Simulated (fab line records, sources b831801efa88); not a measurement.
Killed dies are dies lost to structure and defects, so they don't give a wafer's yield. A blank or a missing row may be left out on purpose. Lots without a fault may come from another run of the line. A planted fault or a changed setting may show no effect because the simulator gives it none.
A struck lot beside a sound one | flow sky130 | 30 steps out of a route of 708
Sound: wafers L476.3, L476.5, L476.6. Struck: wafers L489.3, L489.4. (L489.5 of the same lot was not struck and is left out.) The cause comes at the end.
At each step with rows: each side's tool, then ch and its chambers, then its first start. Under that, the readings that differ: sound wafers | struck wafers | difference of the means | sigmas: that difference in standard deviations of wafers without a fault.
alike: readings whose means differ by less than 2 such deviations, and words and numbers that are the same on both sides. not compared: withheld readings, readings that some wafer has no value for, bounds like >300 that may hide the same value, and numbers for which the record gives no deviation and whose values overlap.
The two part at a step that has a row with sigmas, a row that says differs or no value, or rows on one side only. Numbers that don't overlap but have no deviation are shown without sigmas and don't part them. A reading that every wafer of one side lacks parts them only if that side has two wafers or more.

first, 2 steps without rows for these wafers: SKY_LOCAL_INTERCONNECT_PEB_09; SKY_LOCAL_INTERCONNECT_DEVELOP_10 (develop time 60 s).
SKY_LOCAL_INTERCONNECT_CD_MEAS_11: target cd 170 nm.
  sound on cd_sem-02, day 32 15:25; struck on cd_sem-01, day 37 01:34
  alike: cd_nm
SKY_LOCAL_INTERCONNECT_OVL_MEAS_12:
  sound on overlay-02, day 32 15:30; struck on overlay-01, day 37 01:39
  alike: LOCAL_INTERCONNECT_OVL
then, 2 steps without rows for these wafers: SKY_LOCAL_INTERCONNECT_ETCH_13 (etches BARC in N2/H2, stops on SiO2, time 45.9 s, target depth 60 nm); SKY_LOCAL_INTERCONNECT_METAL_ETCH_14 (etches TiN in Cl2/BCl3, stops on PSG, target depth 110 nm, time 31.4 s).
SKY_LOCAL_INTERCONNECT_STRIP_15: strips in O2/N2.
  sound on plasma_asher-03 ch 0,1, day 32 15:47; struck on plasma_asher-03 ch 0,1, day 37 01:49
  reading                      | sound             | struck      | difference | sigmas
  strip_time_to_endpoint_s (s) | 4.730 4.732 4.720 | 4.768 4.784 | +0.049     | +3
  alike: drypump_motor_current_A, oes_product_au
  not compared: rf_hours_counter_h
then, 3 steps without rows for these wafers: SKY_LOCAL_INTERCONNECT_STRIP_16 (strips in post etch residue remover, time 1200 s); SKY_LOCAL_INTERCONNECT_CLEAN_17 (cleans in IPA, time 180 s); SKY_LOCAL_INTERCONNECT_CLEAN_18 (cleans in O3/DIW).
SKY_CONTACT_CVD_00: deposits Si3N4, target thk 75 nm.
  sound on pecvd-03 ch 0,1,2, day 32 16:20; struck on pecvd-01 ch 0,1, day 37 02:23
  alike: heater_power_w
SKY_CONTACT_THK_MEAS_01:
  sound on film_metro-02, day 32 16:24; struck on film_metro-01, day 37 02:26
  alike: CONTACT_CVD_00_THK
SKY_CONTACT_HDPCVD_02: deposits SiO2, target thk 565 nm, time 94.2 s.
  sound on hdpcvd-02 ch 0,1,2, day 32 16:26; struck on hdpcvd-02 ch 0,1, day 37 02:29
SKY_CONTACT_THK_MEAS_03:
  sound on film_metro-03, day 32 16:31; struck on film_metro-02, day 37 02:48
  reading                 | sound       | struck  | difference | sigmas
  CONTACT_HDPCVD_THK (nm) | 565 564 560 | 447 445 | -117       | -23
  not compared: hold
SKY_CONTACT_CMP_04: polishes SiO2.
  sound on cmp-02 ch 0,1, day 32 16:37; struck on cmp-02 ch 0,3, day 37 06:27
  reading | sound | struck                                            | difference                   | sigmas
  hold    | - - - | await_dispo/3.6h/release await_dispo/3.6h/release | no value on the sound wafers |
  alike: edge_zone_pressure_frac, motor_current_A, time_to_endpoint_s
SKY_CONTACT_BOW_MEAS_05:
  sound on film_metro-03, day 32 16:54; struck on film_metro-02, day 37 06:53
  alike: CONTACT_BOW
then, 8 steps without rows for these wafers: SKY_CONTACT_DEHYDRATE_06 (time 60 s); SKY_CONTACT_HMDS_07 (prime time 60 s); SKY_CONTACT_COAT_08 (resist thk 60 nm); SKY_CONTACT_COAT_09 (resist thk 450 nm); SKY_CONTACT_SOFTBAKE_10 (time 88.51 s); SKY_CONTACT_EXPOSE_11 (exposes mask CTM1, target cd 170 nm); SKY_CONTACT_PEB_12; SKY_CONTACT_DEVELOP_13 (develop time 60 s).
SKY_CONTACT_CD_MEAS_14: target cd 170 nm.
  sound on cd_sem-01, day 33 19:19; struck on cd_sem-02, day 38 06:31
  alike: cd_nm
SKY_CONTACT_OVL_MEAS_15:
  sound on overlay-01, day 33 19:24; struck on overlay-01, day 38 06:37
  alike: CONTACT_OVL
SKY_CONTACT_ETCH_16: etches BARC in N2/H2, stops on SiO2, time 45.9 s, target depth 60 nm.
  sound on rie_diel-02 ch 1,2,3, day 33 19:25; struck on rie_diel-02 ch 1,2, day 38 06:38
  alike: drypump_motor_current_A, oes_product_au, throttle_valve_pct
  not compared: rf_hours_counter_h
SKY_CONTACT_ETCH_17: etches SiO2 in C4F8/O2/Ar, stops on Si3N4, target depth 340 nm.
  sound on rie_diel-02 ch 1,2,3, day 33 19:28; struck on rie_diel-02 ch 1,2, day 38 06:41
  reading               | sound             | struck      | difference | sigmas
  oes_product_au (a.u.) | 0.892 0.884 0.890 | 0.722 0.713 | -0.171     | -37
SKY_CONTACT_ETCH_18: etches Si3N4 in CHF3/O2, stops on TiN, time 39 s, target depth 75 nm.
  sound on rie_diel-02 ch 1,2,3; struck on rie_diel-02 ch 1,2
  alike: drypump_motor_current_A, oes_product_au, throttle_valve_pct
  not compared: rf_hours_counter_h
-- the record jumps here: 12 days lie between the struck wafers' starts before and after (it left off in module CONTACT and takes up again in module PAD_OPEN, whose first step shown is number 708 of the route) --
SKY_PAD_OPEN_PROBE_99:
  sound on prober-01, day 47 12:48; struck on prober-01, day 50 11:32
  reading             | sound      | struck                                            | difference                   | sigmas
  hold                | - - -      | await_dispo/3.1h/release await_dispo/3.1h/release | no value on the sound wafers |
  killed_at_contacts  | 26 36 32   | 82 79                                             | +49                          | +10
  killed_at_front_end | 27 21 22   | 14 9                                              | -12                          | -3
  killed_dies         | 97 107 108 | 143 139                                           | +37                          | +4
  killed_on_rim       | 13 16 17   | 63 70                                             | +51                          | +14
  alike: killed_at_M0_to_M3, killed_at_M4_up, killed_at_other, killed_open, killed_short

WHERE THEY PART
First at SKY_LOCAL_INTERCONNECT_STRIP_15; last, within this record, at SKY_PAD_OPEN_PROBE_99.

WHY: what the simulator had put in
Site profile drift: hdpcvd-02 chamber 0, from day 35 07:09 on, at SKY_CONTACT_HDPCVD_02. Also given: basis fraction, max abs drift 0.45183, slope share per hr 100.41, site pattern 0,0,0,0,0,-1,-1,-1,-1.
